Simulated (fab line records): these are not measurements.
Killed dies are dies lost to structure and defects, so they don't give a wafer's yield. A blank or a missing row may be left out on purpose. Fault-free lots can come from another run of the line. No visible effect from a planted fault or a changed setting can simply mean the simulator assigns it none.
The tool behind it: which one?    flow gf180mcu    10 lots, 30 wafers sampled, at 2 steps of a route of 602

WHAT EACH GAUGE READ, for each wafer
GF_STI_THK_MEAS_24.
lot   measured     on             STI_CVD_23_THK (nm)
L804  day 2 06:25  film-metro-03  648 640 650
L805  day 2 10:20  film-metro-04  652 652 644
L806  day 2 16:10  film-metro-03  626 644 632
L808  day 3 02:16  film-metro-02  647 661 649
L812  day 3 21:56  film-metro-04  372 370 354 372 370 354
L813  day 4 02:20  film-metro-02  352 384 371 352 384 370
L817  day 4 22:05  film-metro-02  639 651 643
L818  day 5 03:34  film-metro-03  650 647 656
L821  day 5 18:47  film-metro-04  637 641 631
L827  day 7 02:26  film-metro-04  631 639 641

EACH LOT AND THE TOOL THAT RAN IT (in order: tool; ch and the chambers of the sampled wafers; start)
lot   GF_STI_CVD_23
L804  hdpcvd-02 ch 0,2, day 2 06:20
L805  hdpcvd-01 ch 0,1, day 2 10:16
L806  hdpcvd-01 ch 0,2, day 2 16:06
L808  hdpcvd-02 ch 0,1, day 3 02:11
L812  hdpcvd-01 ch 0,1,2, day 3 21:52
L813  hdpcvd-01 ch 0,1,2, day 4 02:16
L817  hdpcvd-02 ch 0,1,2, day 4 22:01
L818  hdpcvd-02 ch 0,2, day 5 03:28
L821  hdpcvd-02 ch 1,2, day 5 18:42
L827  hdpcvd-02 ch 1,2, day 7 02:22
- GF_STI_CVD_23: deposits SiO2, target thk 650 nm, time 108.3 s.

THE ANSWER, worked out from the rows above alone
Rule: the usual values come from the lots themselves. The widest of any qualifying gaps counts: lots, ordered by their means at a reading, are off when they make up no more than a third of the lots, leave a main group of 4 or more, and stand apart from it by 3 or more times the standard deviation of that group's means. The tables above print the reading to a certain number of digits; a main group whose means all agree to those digits is not used. A lot without any number at a reading at which 4 lots or more have one is off too. Any other lot the step has rows for is counted as sound.
Off: L812, L813, at GF_STI_THK_MEAS_24 (STI_CVD_23_THK). The main group has a mean of 644 nm with a standard deviation of 6.7.
If a tool, at a process step before that reading, ran all the lots that are off and no sound lot after the first of them, it fits. Those tools and the gauges at GF_STI_THK_MEAS_24 are tried in the same way. One candidate fits, namely hdpcvd-01 at GF_STI_CVD_23. A fault onset in the window from L806 (day 2 16:06, its last sound lot) to L812 (day 3 21:52, its first lot off) fits.

WHAT THE SIMULATOR PUT IN
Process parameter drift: hdpcvd-01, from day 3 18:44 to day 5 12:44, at GF_STI_CVD_23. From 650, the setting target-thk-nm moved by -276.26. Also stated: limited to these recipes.
Struck lots among those shown: L812, L813. The same result came from the rule above.
